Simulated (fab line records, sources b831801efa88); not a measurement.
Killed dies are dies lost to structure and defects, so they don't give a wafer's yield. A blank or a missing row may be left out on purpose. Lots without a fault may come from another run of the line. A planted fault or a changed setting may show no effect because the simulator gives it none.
Chamber matching | flow gf180mcu | GF_V3_ETCH_16 on rie_diel-04: 4 sister chambers
The step etches BARC in N2/H2. 8 wafers are shown with their chamber, then 7 later ones without.

WAFERS WITH THEIR CHAMBER
wafer  | chamber | drypump_motor_current_A (A) | h2_flow_sccm (sccm)
L074.3 | 1       | 5.9                         | 198.3
L080.1 | 1       | 5.9                         | 199.5
L081.2 | 3       | 5.7                         | 200.6
L083.2 | 0       | 6.7                         | 200.4
L083.5 | 3       | 5.8                         | 199.6
L083.6 | 2       | 6.2                         | 199.8
L087.2 | 2       | 6.2                         | 199.3
L087.5 | 0       | 6.7                         | 200.6

WAFERS WITHOUT THEIR CHAMBER
wafer  | drypump_motor_current_A (A) | h2_flow_sccm (sccm)
L087.6 | 6.2                         | 199.9
L089.1 | 5.8                         | 200.4
L089.5 | 6.7                         | 200.2
L089.6 | 5.9                         | 199.7
L092.2 | 6.7                         | 200.7
L092.4 | 6.2                         | 200.1
L092.6 | 5.9                         | 199.1

WHICH CHAMBER EACH WENT THROUGH
wafer  | from the rows above | in truth
L087.6 | 2                   | 2
L089.1 | 3                   | 3
L089.5 | 0                   | 0
L089.6 | 1                   | 1
L092.2 | 0                   | 0
L092.4 | 2                   | 2
L092.6 | 1                   | 1
Placed correctly: 7 of 7. Can't be placed from these rows: 0. Placed wrongly: 0.
How it was worked out, from the rows above alone: a wafer's distance from a chamber is the root of the sum, over the readings, of the square of ((its reading less the chamber's mean) divided by the reading's scatter). The wafer belongs to the nearest chamber; if the next one is less than 2 further off, it can't be placed. A chamber's mean is the mean of its shown wafers. The scatter: the root of (the sum of the squares of (reading less its chamber's mean) over the shown wafers, divided by (wafers less chambers)).
